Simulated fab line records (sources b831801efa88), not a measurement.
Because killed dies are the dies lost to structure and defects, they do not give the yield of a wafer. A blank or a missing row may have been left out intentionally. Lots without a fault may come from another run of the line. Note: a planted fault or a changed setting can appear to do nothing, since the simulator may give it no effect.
Struck lot and sound lot, side by side ; flow gf180mcu ; 17 steps out of a route of 602
Sound: the wafers L645.4, L645.5, L645.6. Struck: wafer L641.2. (L641.1, L641.4 of the same lot were not struck and are left out.) The cause comes at the end.
For every step that has rows: the tool of each side, followed by ch and its chambers, followed by its first start. Under that, the readings that differ: sound wafers ; struck wafers ; difference of the means ; sigmas: that difference in standard deviations of wafers without a fault.
alike: same words and numbers on both sides, and readings whose means sit less than 2 such deviations apart. not compared: any withheld reading, any reading some wafer has no value for, any bound like >300 that may hide the same value, and any number with overlapping values for which the record gives no deviation.
Wherever a step has rows on one side only, a row that says differs or no value, or a row with sigmas, the two part there. Non-overlapping numbers with no deviation appear without sigmas and do not part them. A reading that every wafer of one side lacks parts them only if that side has two wafers or more.

first, 3 steps without rows for these wafers: GF_V5_EXPOSE_11 (exposes mask Via5, target cd 260 nm); GF_V5_PEB_12 (peb time 90 s); GF_V5_DEVELOP_13 (develop time 60 s).
GF_V5_CD_MEAS_14 targets a cd of 260 nm.
  struck on cd-sem-01, day 30 10:02; sound on cd-sem-01, day 31 16:07
reading;sound;struck;difference;sigmas
cd-nm (nm);258.4 259.2 258.8;261.4;+2.6;+2
GF_V5_OVL_MEAS_15:
  struck on overlay-01, day 30 10:09; sound on overlay-02, day 31 16:11
  alike: V5_OVL
then, 1 step without rows for these wafers: GF_V5_ETCH_16 (etches BARC in N2/H2).
GF_V5_ETCH_17: etches SiO2 in C4F8/O2/Ar, stops on TiN, target depth 855 nm.
  sound on rie-diel-04 ch 0,1; struck on rie-diel-02 ch 2
  alike: oes-product-au
GF_V5_STRIP_18: strips in O2/N2.
  sound on plasma-asher-03 ch 0,1, day 31 16:23; struck on plasma-asher-03 ch 1, day 30 10:20
reading;sound;struck;difference;sigmas
rf-hours-counter-h (h);- - -;95;no value on the sound wafers;
  alike: drypump-motor-current-A, heater-power-w, oes-product-au
then, 2 steps without rows for these wafers: GF_V5_STRIP_19 (strips in post etch residue remover, time 1200 s); GF_V5_CLEAN_20 (cleans in DIW).
GF_V5_SPUTTER_21: material Ti, target thk 15 nm, time 80.02 s.
  struck on pvd-sputter-01, day 30 10:56; sound on pvd-sputter-03, day 31 16:53
  alike: substrate-temp-c, throttle-valve-pct
GF_V5_SPUTTER_22: material TiN, target thk 10 nm, time 40 s.
  struck on pvd-sputter-01, day 30 11:00; sound on pvd-sputter-03, day 31 16:57
  alike: throttle-valve-pct
GF_V5_CVD_23: deposits W, target thk 350 nm, time 104.9 s.
  sound on cvd-w-01 ch 0,1, day 31 17:02; struck on cvd-w-02 ch 1, day 30 11:02
reading;sound;struck;difference;sigmas
since-wet-clean-h (h);- - -;803;no value on the sound wafers;
model.W_of_V5_CVD_23.thk-nm (nm);342.6 340.4 345.7;622.6;+279.7;
  alike: heater-power-w
GF_V5_RS_MEAS_24: measurement is done with a four-point probe.
  struck on film-metro-02, day 30 11:09; sound on film-metro-02, day 31 17:10
reading;sound;struck;difference;sigmas
V5_W_RS (ohm/sq);0.335 0.337 0.332;0.183;-0.152;-41
GF_V5_THK_MEAS_25: measures by xrf.
  struck on film-metro-02, day 30 11:16; sound on film-metro-02, day 31 17:15
  not compared: V5_W_THK
GF_V5_CMP_26: polishes, stops on SiO2, t overpolish 15 s, target thk 0 nm.
  sound on cmp-01 ch 0,1, day 31 17:17; struck on cmp-01 ch 1, day 30 11:36
reading;sound;struck;difference;sigmas
time-to-endpoint-s (s);89 84 93;151;+62;+15
  alike: motor-current-A
GF_TOP_METAL_SPUTTER_00: material Ti, target thk 37.5 nm, time 150 s.
  struck on pvd-sputter-02, day 30 11:54; sound on pvd-sputter-03, day 31 17:35
  alike: substrate-temp-c, throttle-valve-pct

## WHERE THEY PART
At GF_V5_CD_MEAS_14 first; at GF_V5_CMP_26 last (within this record only). Later steps at which nothing parts them and some readings are alike: GF_TOP_METAL_SPUTTER_00.

WHY: what had been put in by the simulator
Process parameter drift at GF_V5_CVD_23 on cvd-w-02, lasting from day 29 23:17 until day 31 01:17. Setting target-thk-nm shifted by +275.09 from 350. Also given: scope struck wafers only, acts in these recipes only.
